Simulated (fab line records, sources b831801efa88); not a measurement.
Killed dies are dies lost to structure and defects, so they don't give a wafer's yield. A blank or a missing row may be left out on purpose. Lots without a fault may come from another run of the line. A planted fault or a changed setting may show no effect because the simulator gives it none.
A struck lot beside a sound one | flow sky130 | 16 steps out of a route of 708
Sound: wafers L619.1, L619.2, L619.3. Struck: wafers L618.1, L618.3, L618.6. The cause comes at the end.
At each step with rows: each side's tool, then ch and its chambers, then its first start. Under that, the readings that differ: sound wafers | struck wafers | difference of the means | sigmas: that difference in standard deviations of wafers without a fault.
alike: readings whose means differ by less than 2 such deviations, and words and numbers that are the same on both sides. not compared: withheld readings, readings that some wafer has no value for, bounds like >300 that may hide the same value, and numbers for which the record gives no deviation and whose values overlap.
The two part at a step that has a row with sigmas, a row that says differs or no value, or rows on one side only. Numbers that don't overlap but have no deviation are shown without sigmas and don't part them. A reading that every wafer of one side lacks parts them only if that side has two wafers or more.

first, 4 steps without rows for these wafers: SKY_LDD_N_IMPLANT_12; SKY_LDD_N_IMPLANT_13; SKY_LDD_N_IMPLANT_14; SKY_LDD_N_IMPLANT_15.
SKY_LDD_N_STRIP_16: strips in O2/N2.
  sound on plasma_asher-04 ch 0,1, day 18 15:07; struck on plasma_asher-02 ch 1, day 18 07:22
  alike: drypump_motor_current_A, oes_product_au, strip_time_to_endpoint_s
  not compared: rf_hours_counter_h
SKY_LDD_N_TW_MEAS_17:
  sound on film_metro-01, day 18 15:13; struck on film_metro-01, day 18 07:28
  alike: LDD_N_TW
then, 6 steps without rows for these wafers: SKY_LDD_P_DEHYDRATE_00 (time 60 s); SKY_LDD_P_HMDS_01 (prime time 60 s); SKY_LDD_P_COAT_02 (resist thk 1140 nm); SKY_LDD_P_SOFTBAKE_03 (time 60 s); SKY_LDD_P_EXPOSE_04 (exposes mask PSDM, target cd 380 nm); SKY_LDD_P_PEB_05.
SKY_LDD_P_DEVELOP_06: develop time 60 s.
  sound on litho_track-02 ch 0, day 19 22:02; struck on litho_track-01 ch 0, day 19 13:52
SKY_LDD_P_CD_MEAS_07: target cd 380 nm.
  sound on cd_sem-02, day 19 22:11; struck on cd_sem-02, day 19 14:01
  reading    | sound             | struck            | difference | sigmas
  cd_nm (nm) | 379.2 378.4 378.3 | 418.2 420.6 418.7 | +40.5      | +16
SKY_LDD_P_OVL_MEAS_08:
  sound on overlay-01, day 19 22:18; struck on overlay-01, day 19 14:08
  alike: LDD_P_OVL
-- the record jumps here: 27 days lie between the struck wafers' starts before and after (it left off in module LDD_P and takes up again in module PAD_OPEN, whose first step shown is number 708 of the route) --
SKY_PAD_OPEN_PROBE_99:
  sound on prober-02, day 46 07:33; struck on prober-01, day 46 02:46
  reading             | sound     | struck   | difference | sigmas
  killed_at_front_end | 23 12 21  | 9 16 5   | -9         | -2
  killed_dies         | 105 94 92 | 91 74 73 | -18        | -2
  alike: killed_at_M0_to_M3, killed_at_M4_up, killed_at_contacts, killed_at_other, killed_open, killed_short

WHERE THEY PART
First at SKY_LDD_P_CD_MEAS_07; last, within this record, at SKY_PAD_OPEN_PROBE_99.

WHY: what the simulator had put in
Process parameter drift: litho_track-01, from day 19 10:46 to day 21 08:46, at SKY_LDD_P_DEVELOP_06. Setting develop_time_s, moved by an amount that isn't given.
